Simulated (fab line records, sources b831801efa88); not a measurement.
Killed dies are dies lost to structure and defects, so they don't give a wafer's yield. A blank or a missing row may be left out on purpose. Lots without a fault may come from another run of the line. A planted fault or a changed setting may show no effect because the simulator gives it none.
Which tool did it? | flow sfq_line | 7 lots, 21 wafers sampled, at 3 steps of a route of 325

WHAT THE GAUGES READ, wafer by wafer
SFQ_M7_OVL_MEAS_945.
lot  | measured     | on         | M7_OVL (nm)
L388 | day 67 11:40 | overlay-02 | 1 -1 -4
L391 | day 67 15:16 | overlay-02 | -2 -6 -3
L394 | day 70 06:54 | overlay-02 | 5 3 2
L396 | day 70 13:57 | overlay-01 | - - -
L398 | day 72 05:44 | overlay-01 | 2 6 6
L405 | day 75 21:14 | overlay-02 | -3 -9 -5
L408 | day 80 12:21 | overlay-01 | 2 0 5

WHICH TOOL RAN EACH LOT (tool, then ch and the chambers of the sampled wafers, then the start)
lot  | SFQ_TRILAYER_JJ_CE_STRIP_STRIP_120 | SFQ_TRILAYER_C5_LITHO_DEVELOP_153
L388 | rie_metal-03 ch 0,1, day 50 00:32  | litho_track-03 ch 0, day 61 06:53
L391 | rie_metal-02 ch 0,1, day 50 14:18  | litho_track-04 ch 0, day 61 14:05
L394 | rie_metal-02 ch 0,1, day 54 03:30  | litho_track-02 ch 0, day 69 16:04
L396 | rie_metal-03 ch 0,1, day 54 06:06  | litho_track-03, day 69 22:08
L398 | rie_metal-02 ch 0,1, day 63 06:11  | litho_track-04 ch 0, day 71 14:59
L405 | rie_metal-02 ch 0, day 65 04:37    | litho_track-04 ch 0, day 74 20:02
L408 | rie_metal-02 ch 0,1, day 66 02:48  | litho_track-02 ch 0, day 75 23:22
- SFQ_TRILAYER_JJ_CE_STRIP_STRIP_120: strips in O2.
- SFQ_TRILAYER_C5_LITHO_DEVELOP_153: time 60 s.

THE ANSWER, worked out from the rows above alone
Rule: what is usual is taken from the lots themselves. Put in order of their means at a reading, lots are off if they are a third of the lots or fewer, leave a main group of 4 or more, and stand apart from it by a gap of 3 or more times the standard deviation of the main group's means; of several such gaps the widest counts. A main group whose means are all the same, to the digits that the tables above print for the reading, isn't used. A lot without any number at a reading at which 4 lots or more have one is off too. The other lots that the step has rows for count as sound.
Off: L396, at SFQ_M7_OVL_MEAS_945 (M7_OVL). Without a number there: L396. The main group: mean -0 nm, standard deviation 3.8.
A tool fits if, at a process step before that reading, it ran every lot that is off, and no sound lot after the first of them. The gauges at SFQ_M7_OVL_MEAS_945 are tried like those tools. Can't be told from this: 2 tools fit, rie_metal-03 at SFQ_TRILAYER_JJ_CE_STRIP_STRIP_120, litho_track-03 at SFQ_TRILAYER_C5_LITHO_DEVELOP_153.

WHAT THE SIMULATOR HAD PUT IN
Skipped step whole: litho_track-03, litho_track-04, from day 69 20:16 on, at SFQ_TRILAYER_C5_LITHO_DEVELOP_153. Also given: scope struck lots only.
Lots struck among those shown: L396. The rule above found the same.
